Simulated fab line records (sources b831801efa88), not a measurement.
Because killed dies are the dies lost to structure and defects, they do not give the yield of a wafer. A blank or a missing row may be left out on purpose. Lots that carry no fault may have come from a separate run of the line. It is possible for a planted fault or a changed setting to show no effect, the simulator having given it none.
A struck lot beside a sound one | flow sky130 | 18 out of 708 route steps
Sound: wafers L696.1, L696.3, L696.4. Wafers L691.4, L691.6 were the ones struck. Last of all comes the cause.
Each step with rows lists, per side, the tool, then ch with its chambers, then its first start. Under that, the readings that differ: sound wafers | struck wafers | difference of the means | sigmas: that difference in standard deviations of wafers without a fault.
alike: readings with means less than 2 such deviations apart, plus words and numbers identical on both sides. not compared: withheld readings, readings lacking a value on some wafer, bounds such as >300 that could conceal the same value, and numbers that have no deviation in the record and whose values overlap.
The two part at a step that has a row with sigmas, a row that says differs or no value, or rows on one side only. Non-overlapping numbers with no deviation appear without sigmas and do not part them. A reading missing from all wafers of one side parts the sides only when that side holds two or more wafers.

first, 3 steps without rows for these wafers: SKY_VIA2_EXPOSE_09 (exposes mask VIM2, target cd 200 nm); SKY_VIA2_PEB_10; SKY_VIA2_DEVELOP_11 (develop time 60 s).
SKY_VIA2_CD_MEAS_12 targets a cd of 200 nm.
  struck on cd-sem-01, day 39 23:55; sound on cd-sem-02, day 41 05:04
  alike: cd-nm
SKY_VIA2_OVL_MEAS_13:
  struck on overlay-02, day 40 00:00; sound on overlay-02, day 41 05:11
  reading       | sound   | struck | difference | sigmas
  VIA2_OVL (nm) | -1 2 -1 | -9 -19 | -14        | -2
SKY_VIA2_ETCH_14: etches BARC in N2/H2, stops on SiO2, time 45.9 s, target depth 60 nm.
  sound on rie-diel-01 ch 0,1,3, day 41 05:13; struck on rie-diel-01 ch 1, day 40 00:01
  alike: drypump-motor-current-A, oes-product-au, rf-fwd-power-W, throttle-valve-pct
  not compared: rf-hours-counter-h
SKY_VIA2_ETCH_15: etches SiO2 in C4F8/O2/Ar, stops on TiN, target depth 546 nm, time 84 s.
  sound on rie-diel-01 ch 0,1,3, day 41 05:16; struck on rie-diel-01 ch 1, day 40 00:04
  alike: oes-product-au, rf-fwd-power-W
  not compared: rf-hours-counter-h
SKY_VIA2_STRIP_16: strips in O2/N2.
  sound on plasma-asher-02 ch 0,1, day 41 05:19; struck on plasma-asher-04 ch 0,1, day 40 00:09
  alike: drypump-motor-current-A, oes-product-au, strip-time-to-endpoint-s
  not compared: rf-hours-counter-h
then, 3 steps without rows for these wafers: SKY_VIA2_STRIP_17 (strips in post etch residue remover, time 1200 s); SKY_VIA2_CLEAN_18 (cleans in IPA, time 180 s); SKY_VIA2_CLEAN_19 (cleans in O3/DIW).
SKY_VIA2_SPUTTER_20: material TiN, target thk 20 nm, time 80 s.
  struck on pvd-sputter-02, day 40 00:43; sound on pvd-sputter-01, day 41 05:55
  alike: throttle-valve-pct
SKY_VIA2_CVD_21: deposits W, target thk 420 nm, time 126.4 s.
  sound on cvd-w-01 ch 0,1, day 41 05:58; struck on cvd-w-02 ch 0, day 40 00:49
  reading                            | sound             | struck      | difference | sigmas
  model.W_of_VIA2_CVD_21.thk-nm (nm) | 425.5 418.7 422.4 | 611.2 611.1 | +189.0     |
  alike: heater-power-w
SKY_VIA2_RS_MEAS_22: the measuring method here is four-point-probe.
  struck on film-metro-02, day 40 01:15; sound on film-metro-02, day 41 06:06
  reading            | sound             | struck      | difference | sigmas
  VIA2_W_RS (ohm/sq) | 0.269 0.273 0.271 | 0.186 0.187 | -0.085     | -24
  not compared: hold
SKY_VIA2_THK_MEAS_23: measures by xrf.
  struck on film-metro-02, day 40 08:17; sound on film-metro-02, day 41 06:13
  reading         | sound       | struck | difference                    | sigmas
  VIA2_W_THK (nm) | 409 402 405 | - -    | no value on the struck wafers |
  not compared: hold
SKY_VIA2_CMP_24: polishes, stops on SiO2, t overpolish 18.53 s, target thk 0 nm.
  sound on cmp-01 ch 0,1,3, day 41 06:20; struck on cmp-01 ch 2, day 40 08:22
  reading                | sound      | struck  | difference | sigmas
  time-to-endpoint-s (s) | 116 95 106 | 150 154 | +46        | +8
  alike: motor-current-A
  not compared: hold
SKY_METAL3_SPUTTER_00: material Ti, target thk 15 nm, time 10 s.
  struck on pvd-sputter-02, day 40 08:37; sound on pvd-sputter-03, day 41 06:35
  alike: throttle-valve-pct
-- the record jumps here: 8 days lie between the struck wafers' starts before and after (it left off in module METAL3 and takes up again in module PAD_OPEN, whose first step shown is number 708 of the route) --
SKY_PAD_OPEN_PROBE_99:
  struck on prober-01, day 48 18:25; sound on prober-02, day 49 16:29
  reading                                | sound                         | struck              | difference | sigmas
  model.etest.nfet_16v.r-on-ohm-um       | 1.391e+04 1.374e+04 1.402e+04 | 1.684e+04 1.689e+04 | +2.975e+03 |
  model.etest.tip-sonos.rs-ohm-sq        | 2668 2696 2699                | 4932 4942           | +2249      |
  model.etest.pfet_16v.r-on-ohm-um       | 1.508e+04 1.491e+04 1.52e+04  | 1.675e+04 1.719e+04 | +1.907e+03 |
  model.etest.pfet-g5v0d10v5.r-on-ohm-um | 4871 4949 4856                | 6255 6289           | +1380      |
  model.etest.nfet-g5v0d10v5.r-on-ohm-um | 1930 1930 1931                | 2426 2459           | +512       |
  model.etest.tip-p.rs-ohm-sq            | 6885 6855 6859                | 7080 7182           | +265       |
  model.etest.pfet_01v8.r-on-ohm-um      | 2903 2846 2806                | 3120 3160           | +288       |
  model.etest.nfet-g5v0d10v5.drive-ua-um | 587.5 581.9 587               | 406.1 396.8         | -184.0     |
  alike: killed_at_M0_to_M3, killed_at_M4_up, killed-at-contacts, killed-at-front-end, killed-at-other, killed-dies, killed-open, killed-short

## WHERE THEY PART
Last at SKY_VIA2_CMP_24 as far as this record goes, first at SKY_VIA2_OVL_MEAS_13. Later steps at which nothing parts them and some readings are alike: SKY_METAL3_SPUTTER_00, SKY_PAD_OPEN_PROBE_99.

WHY: the cause the simulator had injected
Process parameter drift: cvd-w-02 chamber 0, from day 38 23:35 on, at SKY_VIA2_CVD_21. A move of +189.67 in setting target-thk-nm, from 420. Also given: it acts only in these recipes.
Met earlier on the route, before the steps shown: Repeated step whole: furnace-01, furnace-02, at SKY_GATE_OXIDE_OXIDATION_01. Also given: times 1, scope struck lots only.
